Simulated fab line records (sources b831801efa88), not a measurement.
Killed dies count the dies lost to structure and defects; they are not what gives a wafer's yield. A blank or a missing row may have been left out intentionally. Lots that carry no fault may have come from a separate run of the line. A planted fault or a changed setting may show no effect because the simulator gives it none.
A lot that was struck, set against a sound lot :: flow sky130 :: 34 out of 708 route steps
Sound: wafers L673.1, L673.2, L673.3. Wafers struck: L683.3, L683.4, L683.5. The cause is named last.
Per side, at each step with rows, come the tool, then ch with its chambers, and then its first start. Under that, the readings that differ: sound wafers :: struck wafers :: difference of the means :: sigmas: that difference in standard deviations of wafers without a fault.
alike: a reading whose means differ by less than 2 such deviations, as well as words and numbers matching on both sides. not compared: withheld readings; readings where some wafer has no value; bounds like >300 that might hide an equal value; numbers whose values overlap and for which the record gives no deviation.
The two part at a step that has a row with sigmas, a row that says differs or no value, or rows on one side only. Non-overlapping numbers with no deviation appear without sigmas and do not part them. Lack of a reading on every wafer of one side parts them only where that side has two or more wafers.

first, 7 steps without rows for these wafers: SKY_SONOS_TUNNEL_DEVELOP_06 (develop time 60 s); SKY_SONOS_TUNNEL_IMPLANT_09; SKY_SONOS_TUNNEL_WET_ETCH_10 (etches SiO2 in dHF, target depth 14 nm, time 280 s); SKY_SONOS_TUNNEL_STRIP_11 (strips in SPM, time 600 s); SKY_SONOS_TUNNEL_CLEAN_13 (cleans in dHF, time 20 s); SKY_SONOS_ONO_OXIDATION_00 (stabilise 600 s, purge 300 s, target thk 2.6 nm); SKY_SONOS_ONO_CVD_02 (deposits Si3N4 from DCS/NH3, target thk 10.5 nm, time 180 s).
SKY_SONOS_ONO_CVD_04: deposits SiO2 from SiH4/N2O, target thk 5.7199 nm.
  sound on lpcvd-03 ch 0, day 12 23:44; struck on lpcvd-03 ch 0, day 16 10:54
reading: model.SiO2_of_SONOS_ONO_CVD_04.thk_nm (nm)
sound: 5.786 5.734 5.668
struck: 5.313 5.332 5.195
difference: -0.449
sigmas: 
  alike: spike_tc_bottom_C, spike_tc_centre_C, spike_tc_top_C
SKY_SONOS_ONO_THK_MEAS_05:
  struck on film_metro-04, day 16 12:10; sound on film_metro-04, day 13 00:59
reading: SONOS_ONO_CVD_04_THK (nm)
sound: 5.84 5.73 5.65
struck: 5.29 5.32 5.19
difference: -0.47
sigmas: -5
then, 23 steps without rows for these wafers: SKY_SONOS_ONO_DEHYDRATE_06 (time 60 s); SKY_SONOS_ONO_HMDS_07 (prime time 60 s); SKY_SONOS_ONO_COAT_08 (resist thk 1140 nm); SKY_SONOS_ONO_SOFTBAKE_09 (time 60 s); SKY_SONOS_ONO_EXPOSE_10 (exposes mask ONOM, target cd 410 nm); SKY_SONOS_ONO_PEB_11; SKY_SONOS_ONO_DEVELOP_12 (develop time 60 s); SKY_SONOS_ONO_ETCH_15 (etches the open film in CHF3/O2, target depth 19.52 nm, time 7.8 s); SKY_SONOS_ONO_WET_ETCH_16 (etches SiO2 in dHF, target depth 14 nm, time 280 s); SKY_SONOS_ONO_STRIP_17 (strips in O2/N2); SKY_SONOS_ONO_WET_ETCH_18 (etches Si3N4 in H3PO4, target depth 15 nm, time 172 s); SKY_GATE_OXIDE_CLEAN_00 (cleans in SC1/SC2, time 150 s); SKY_GATE_OXIDE_OXIDATION_01 (stabilise 600 s, purge 300 s, target thk 10.268 nm); SKY_GATE_OXIDE_DEHYDRATE_03 (time 60 s); SKY_GATE_OXIDE_HMDS_04 (prime time 60 s); SKY_GATE_OXIDE_COAT_05 (resist thk 1140 nm); SKY_GATE_OXIDE_SOFTBAKE_06 (time 60 s); SKY_GATE_OXIDE_EXPOSE_07 (exposes mask LVOM, target cd 600 nm); SKY_GATE_OXIDE_PEB_08; SKY_GATE_OXIDE_DEVELOP_09 (develop time 60 s); SKY_GATE_OXIDE_IMPLANT_11; SKY_GATE_OXIDE_WET_ETCH_12 (etches SiO2 in dHF, target depth 16.8 nm, time 336 s); SKY_GATE_OXIDE_STRIP_13 (strips in O2/N2).
-- the record jumps here: 3 days lie between the struck wafers' starts before and after --
SKY_GATE_OXIDE_CLEAN_15: cleans in SC1/SC2, time 150 s.
  sound on wet_bench-03 ch 0, day 15 08:16; struck on wet_bench-03 ch 1, day 19 02:14
reading: temp_c (C)
sound: 69.79 69.88 69.81
struck: 70.21 70.04 69.98
difference: +0.25
sigmas: +2

reading: model.SiO2_of_SONOS_ONO_CVD_04.thk_nm (nm)
sound: 4.272 4.225 4.153
struck: 3.795 3.812 3.679
difference: -0.455
sigmas: 
-- a jump in the record: the struck wafers' starts before and after are 30 days apart (it breaks off in module GATE_OXIDE and resumes in module PAD_OPEN, where the first step shown is number 708 of the route) --
SKY_PAD_OPEN_PROBE_99:
  struck on prober-02, day 49 11:23; sound on prober-01, day 46 21:22
reading: model.etest.cap_ono.gate_log10_a_cm2
sound: -8.36 -8.184 -8.037
struck: -7.407 -7.287 -7.172
difference: +0.905
sigmas: 

reading: model.etest.cap_ono.tox_acc_nm (nm)
sound: 13.17 13.1 13
struck: 12.46 12.4 12.25
difference: -0.72
sigmas: 

reading: model.etest.sonos_programmed.vt_v (V)
sound: 1.271 1.353 1.44
struck: 1.666 1.692 1.763
difference: +0.352
sigmas: 

reading: model.etest.sonos_baked.vt_v (V)
sound: 0.8692 0.8816 0.8973
struck: 1.114 1.071 1.142
difference: +0.226
sigmas: 

reading: model.etest.sonos_erased.vt_v (V)
sound: -2.115 -2.197 -2.255
struck: -2.469 -2.464 -2.445
difference: -0.270
sigmas: 
  alike: killed_at_M0_to_M3, killed_at_M4_up, killed_at_contacts, killed_at_front_end, killed_at_other, killed_dies, killed_open, killed_short

WHERE THEY PART
At SKY_SONOS_ONO_THK_MEAS_05 first; at SKY_GATE_OXIDE_CLEAN_15 last (within this record only). Later steps at which nothing parts them and some readings are alike: SKY_PAD_OPEN_PROBE_99.

WHY: the cause the simulator had injected
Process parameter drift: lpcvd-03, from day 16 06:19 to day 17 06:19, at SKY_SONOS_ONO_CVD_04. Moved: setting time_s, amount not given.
